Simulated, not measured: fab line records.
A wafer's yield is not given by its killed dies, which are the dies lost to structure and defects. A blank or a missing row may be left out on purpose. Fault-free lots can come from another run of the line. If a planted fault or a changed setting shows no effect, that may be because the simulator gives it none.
One fault through the eyes of 2 desks + flow gf180mcu + each desk has only its own numbers; what lay behind them comes last

## AT THE METROLOGY DESK
What the gauges read for every lot (on any tool): the sampled wafers with a number, averaged. Any lot whose mean is over 4 standard deviations away from the usual mean is out of limits and marked OUT; that distance is given in the brackets.
Columns: A = V2_W_RS at GF_V2_RS_MEAS_24, usual 0.327 ohm/sq; B = V2_W_THK at GF_V2_THK_MEAS_25, usual 347 nm; C = M3_ALCU_RS at GF_M3_RS_MEAS_05, usual 0.0693 ohm/sq; D = M3_ALCU_THK at GF_M3_THK_MEAS_06, usual 442 nm; E = cd-nm at GF_M3_CD_MEAS_14, usual 280.0 nm; F = M3_OVL at GF_M3_OVL_MEAS_15, usual -4 nm
| lot  | first seen here | A     | B   | C      | D   | E     | F   |
|------|-----------------|-------|-----|--------|-----|-------|-----|
| L538 | day 20 08:23    | 0.329 | 344 | 0.0694 | 447 | 279.1 | -10 |
| L540 | day 20 19:29    | 0.332 | 342 | 0.0693 | 447 | 279.6 | 3   |
| L547 | day 23 08:54    | 0.323 | 360 | 0.0702 | 437 | 278.9 | -8  |
| L549 | day 24 05:48    | 0.326 | 356 | 0.0693 | 441 | 279.9 | -9  |
| L556 | day 26 14:24    | 0.324 | 352 | 0.0702 | 436 | 279.4 | -6  |
This desk's verdict: no lot among the 5 shows anything out of limits.

## DESK OF THE TOOL OWNER: pvd-sputter-01
The tool's own readings at GF_M3_SPUTTER_01 (material TiN, target thk 30 nm, time 25 s): means of the sampled wafers that have a number, for each lot that ran on this tool. Any lot whose mean is over 4 standard deviations away from the usual mean is out of limits and marked OUT; that distance is given in the brackets.
Columns: A = throttle-valve-pct at GF_M3_SPUTTER_01, usual 29.9 %
| lot  | first seen here | A    |
|------|-----------------|------|
| L538 | day 20 08:56    | 30.4 |
| L547 | day 23 09:26    | 29.3 |
| L549 | day 24 06:19    | 30.6 |
This desk's verdict: no lot among the 3 shows anything out of limits.

## BROUGHT TOGETHER
Metrology desk: nothing out of limits seen.
Nothing out of limits was seen by the tool owner's desk.

## WHAT THE SIMULATOR HAD INSERTED
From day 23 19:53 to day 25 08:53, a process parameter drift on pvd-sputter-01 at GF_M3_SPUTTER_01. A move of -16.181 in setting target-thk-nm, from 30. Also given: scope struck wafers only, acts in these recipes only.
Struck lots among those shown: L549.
